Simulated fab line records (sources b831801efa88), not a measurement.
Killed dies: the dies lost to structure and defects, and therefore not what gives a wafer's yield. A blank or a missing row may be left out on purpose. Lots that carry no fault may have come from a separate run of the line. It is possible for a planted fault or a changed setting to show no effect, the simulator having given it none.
What tool caused it?	flow gf180mcu	Sampling: 13 lots, 39 wafers, 5 of 602 route steps

WHAT THE GAUGES SHOWED, per wafer
GF_M1_CD_MEAS_14 targets a cd of 230 nm.
lot	measured	on	cdNm (nm)
L630	day 17 09:07	cdSem-01	231.7 230.4 231.8
L631	day 17 19:43	cdSem-02	229.8 229.7 229.4
L632	day 17 21:44	cdSem-01	229.7 229.6 230.2
L635	day 19 09:16	cdSem-01	231.1 230.9 230.2
L639	day 20 21:12	cdSem-02	229.2 228.7 229.2
L641	day 21 13:14	cdSem-02	229.9 229.4 231.1
L644	day 23 00:22	cdSem-01	230.1 232.6 231.2
L646	day 23 20:54	cdSem-02	230.2 228.8 228.8
L647	day 23 21:31	cdSem-01	230.9 230.3 230.2
L649	day 24 08:40	cdSem-02	227.4 227.9 227.1
L650	day 24 15:39	cdSem-02	230.6 230.6 230.0
L651	day 25 02:37	cdSem-02	229.3 231.1 228.6
L652	day 25 06:05	cdSem-02	229.8 230.2 230.9

GF_V2_THK_MEAS_01.
lot	measured	on	V2_CVD_00_THK (nm)
L630	day 19 13:39	filmMetro-01	601 605 613
L631	day 20 00:13	filmMetro-01	588 595 611
L632	day 20 02:34	filmMetro-04	599 600 600
L635	day 21 13:11	filmMetro-01	594 590 598
L639	day 22 23:31	filmMetro-04	610 608 617
L641	day 23 15:32	filmMetro-01	595 608 596
L644	day 25 01:05	filmMetro-01	608 594 601
L646	day 25 20:19	filmMetro-04	602 588 602
L647	day 25 21:01	filmMetro-02	617 609 615
L649	day 26 07:43	filmMetro-02	607 603 609
L650	day 26 14:49	filmMetro-01	594 606 606
L651	day 27 01:17	filmMetro-02	613 609 613
L652	day 27 03:52	filmMetro-01	615 600 602

GF_V2_THK_MEAS_03.
lot	measured	on	V2_CVD_02_THK (nm)
L630	day 19 13:47	filmMetro-01	857 879 867
L631	day 20 00:21	filmMetro-04	847 856 844
L632	day 20 02:41	filmMetro-01	853 849 850
L635	day 21 13:19	filmMetro-02	845 868 852
L639	day 22 23:38	filmMetro-01	799 807 814
L641	day 23 15:40	filmMetro-04	795 808 817
L644	day 25 01:13	filmMetro-02	858 836 870
L646	day 25 20:26	filmMetro-02	852 858 872
L647	day 25 21:09	filmMetro-04	843 837 859
L649	day 26 07:50	filmMetro-02	844 855 839
L650	day 26 14:57	filmMetro-02	847 843 849
L651	day 27 01:25	filmMetro-04	843 840 862
L652	day 27 04:00	filmMetro-02	844 875 848

WHAT TOOL EACH LOT RAN ON (gives the tool, then ch and the chambers of the sampled wafers, and finally the start)
lot	GF_V1_CVD_23	GF_V2_CVD_02
L630	cvdW-01 ch 0, day 18 11:17	pecvd-04 ch 0,1, day 19 13:42
L631	cvdW-02 ch 0,1, day 18 22:01	pecvd-04 ch 0,1,2, day 20 00:17
L632	cvdW-01 ch 0,1, day 19 00:13	pecvd-03 ch 0,1,2, day 20 02:36
L635	cvdW-02 ch 0,1, day 20 11:35	pecvd-01 ch 0,1,2, day 21 13:14
L639	cvdW-01 ch 0,1, day 21 22:44	pecvd-01 ch 0,1,2, day 22 23:34
L641	cvdW-01 ch 0,1, day 22 15:18	pecvd-01 ch 1,2, day 23 15:34
L644	cvdW-02 ch 0,1, day 24 01:02	pecvd-03 ch 0,1, day 25 01:08
L646	cvdW-01 ch 0,1, day 24 21:23	pecvd-01 ch 0,1,2, day 25 20:23
L647	cvdW-01 ch 0,1, day 24 22:20	pecvd-03 ch 0,1,2, day 25 21:05
L649	cvdW-01 ch 1, day 25 09:37	pecvd-03 ch 0,1, day 26 07:46
L650	cvdW-02 ch 0,1, day 25 15:36	pecvd-04 ch 0,1,2, day 26 14:53
L651	cvdW-02 ch 0,1, day 26 02:17	pecvd-03 ch 0,2, day 27 01:20
L652	cvdW-02 ch 0,1, day 26 05:44	pecvd-04 ch 1,2, day 27 03:56
- GF_V1_CVD_23: deposits W, target thk 350 nm, time 105.05 s.
- GF_V2_CVD_02: deposits SiO2 from TEOS, target thk 850 nm, time 94.851 s.

AS READ BY THE TOOLS THEMSELVES (means over the sampled wafers that have a number; for cases with no such wafer, the mark the record gives instead)
GF_V1_CVD_23.
lot	tool	heaterPowerOuterW (W)	heaterPowerW (W)
L630	cvdW-01	458	748
L631	cvdW-02	524	847
L632	cvdW-01	476	807
L635	cvdW-02	497	832
L639	cvdW-01	485	799
L641	cvdW-01	487	807
L644	cvdW-02	525	840
L646	cvdW-01	487	809
L647	cvdW-01	514	844
L649	cvdW-01	527	887
L650	cvdW-02	494	841
L651	cvdW-02	521	859
L652	cvdW-02	505	835

GF_V2_CVD_02.
lot	tool	heaterPowerOuterW (W)	heaterPowerW (W)	rfFwdPowerW (W)
L630	pecvd-04	454	752	595.3
L631	pecvd-04	433	728	596.7
L632	pecvd-03	396	710	596.8
L635	pecvd-01	391	666	594.5
L639	pecvd-01	410	704	500.2
L641	pecvd-01	439	744	499.8
L644	pecvd-03	386	686	598.0
L646	pecvd-01	326	575	598.1
L647	pecvd-03	369	676	596.3
L649	pecvd-03	389	678	595.3
L650	pecvd-04	484	797	596.7
L651	pecvd-03	388	721	597.8
L652	pecvd-04	437	713	595.3

THE ANSWER, worked out from the rows above alone
Rule: the lots themselves supply what counts as usual. The widest of any qualifying gaps counts: lots, ordered by their means at a reading, are off when they make up no more than a third of the lots, leave a main group of 4 or more, and stand apart from it by 3 or more times the standard deviation of that group's means. A main group whose means are all the same, to the digits that the tables above print for the reading, isn't used. Also off: a lot with no number at a reading for which 4 or more lots have one. The other lots that the step has rows for count as sound. First the gauges in route order, then the tools' own readings, where a lot's mean is used as printed above. The first step at which some lot is off is used, and at that step the reading that is off furthest; a lot without a number counts as furthest.
Off: L639, L641, seen at GF_V2_THK_MEAS_03 (V2_CVD_02_THK). The main group has a mean of 853 nm with a standard deviation of 6.5.
If a tool, at a process step before that reading, ran all the lots that are off and no sound lot after the first of them, it fits. Not tried: the gauges at GF_V2_THK_MEAS_03; whatever is off there is also off at GF_V2_CVD_02, on other tools, and gauge error can't account for it. Not one of the candidates tried fits.

WHAT THE SIMULATOR HAD PUT IN
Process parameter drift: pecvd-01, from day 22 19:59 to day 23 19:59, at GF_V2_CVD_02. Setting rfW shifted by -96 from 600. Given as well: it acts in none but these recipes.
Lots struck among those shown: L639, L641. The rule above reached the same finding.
